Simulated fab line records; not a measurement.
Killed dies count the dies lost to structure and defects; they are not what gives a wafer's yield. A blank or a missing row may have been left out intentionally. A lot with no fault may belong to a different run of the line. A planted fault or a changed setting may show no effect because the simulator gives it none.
Comparing a struck lot with a sound one ; flow gf180mcu ; 17 steps out of a route of 602
Sound: the wafers L790.3, L790.5, L790.6. Wafers L784.2, L784.4, L784.5 were the ones struck. The cause comes at the end.
At each step with rows: each side's tool, then ch and its chambers, then its first start. Under that, the readings that differ: sound wafers ; struck wafers ; difference of the means ; sigmas: that difference in standard deviations of wafers without a fault.
alike: words and numbers the same on both sides, and readings whose means are apart by under 2 such deviations; not compared: readings that were withheld, readings missing a value for some wafer, numbers with overlapping values and no deviation given by the record, and bounds like >300 which may hide the same value.
Wherever a step has rows on one side only, a row that says differs or no value, or a row with sigmas, the two part there. Non-overlapping numbers with no deviation appear without sigmas and do not part them. Lack of a reading on every wafer of one side parts them only where that side has two or more wafers.

first, 4 steps without rows for these wafers: GF_SAB_SOFTBAKE_05 (time 60 s); GF_SAB_EXPOSE_06 (exposes mask SAB, target cd 420 nm); GF_SAB_PEB_07; GF_SAB_DEVELOP_08 (develop time 60 s).
GF_SAB_CD_MEAS_09: the cd target is 420 nm.
  sound: cd_sem-01 at day 22 17:59; struck: cd_sem-01 at day 20 13:44
  alike: cd_nm
GF_SAB_OVL_MEAS_10:
  sound: overlay-01 at day 22 18:05; struck: overlay-01 at day 20 13:50
  alike: SAB_OVL
GF_SAB_ETCH_11: etches SiO2 in C4F8/O2/Ar, target depth 55 nm, time 8.5 s.
  sound on rie_diel-04 ch 0,1,2, day 22 18:07; struck on rie_diel-04 ch 0,1, day 20 13:52
  alike: oes_product_au
  not compared: rf_hours_counter_h
then, 1 step without rows for these wafers: GF_SAB_WET_ETCH_12 (etches SiO2 in dHF, target depth 22 nm, time 440 s).
GF_SAB_STRIP_13: strips in O2/N2.
  sound on plasma_asher-03 ch 0,1, day 22 18:18; struck on plasma_asher-03 ch 0,1, day 20 14:02
  alike: drypump_motor_current_A, heater_power_w, n2_flow_sccm, oes_product_au, platen_temp_c, strip_time_to_endpoint_s
  not compared: rf_hours_counter_h
then, 2 steps without rows for these wafers: GF_SALICIDE_CLEAN_00 (cleans in SC1/SC2, time 150 s); GF_SALICIDE_WET_ETCH_01 (etches SiO2 in dHF, target depth 5 nm, time 100 s).
GF_SALICIDE_SPUTTER_02: material Co, target thk 10 nm, time 20 s.
  sound: pvd_sputter-03 at day 22 18:27; struck: pvd_sputter-03 at day 20 14:13
  alike: cathode_dc_power_W, throttle_valve_pct
GF_SALICIDE_SPUTTER_03: material TiN, target thk 20 nm, time 16.7 s.
  sound: pvd_sputter-03 at day 22 18:29; struck: pvd_sputter-03 at day 20 14:15
reading;sound;struck;difference;sigmas
cathode_dc_power_W (W);6501.5 6499.9 6500.2;5778.1 5777.8 5777.6;-722.7;-99 or more
model.TiN_of_SALICIDE_SPUTTER_03.thk_nm (nm);20.38 20.24 19.97;17.37 17.32 17.6;-2.77;
  alike: throttle_valve_pct
GF_SALICIDE_RS_MEAS_04: measurement is done with a four-point probe.
  sound: film_metro-04 at day 22 18:33; struck: film_metro-03 at day 20 14:17
reading;sound;struck;difference;sigmas
SALICIDE_TIN_RS (ohm/sq);16.12 16.15 16.47;16.96 17.30 17.14;+0.89;+3
GF_SALICIDE_THK_MEAS_05: measures by xrf.
  sound: film_metro-04 at day 22 18:39; struck: film_metro-03 at day 20 14:24
reading;sound;struck;difference;sigmas
SALICIDE_TIN_THK (nm);20.52 20.36 20.13;17.31 17.29 17.62;-2.93;-11
GF_SALICIDE_RTA_06: time 30 s.
  sound on rtp_anneal-02 ch 0, day 22 18:43; struck on rtp_anneal-01 ch 0, day 20 14:28
reading;sound;struck;difference;sigmas
lamp_power_pct (%);5.85 5.84 5.85;5.53 5.53 5.54;-0.31;-2
  alike: chamber_o2_ppm, wafer_temp_C_max
following that, these wafers have no rows for 1 step: GF_PASSIVATION_PROBE_99.

WHERE THEY PART
Earliest at GF_SALICIDE_SPUTTER_03; latest, in this record, at GF_SALICIDE_RTA_06.

WHY: what the simulator had put in
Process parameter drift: pvd_sputter-03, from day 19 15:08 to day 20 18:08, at GF_SALICIDE_SPUTTER_03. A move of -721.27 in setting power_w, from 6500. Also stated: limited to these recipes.
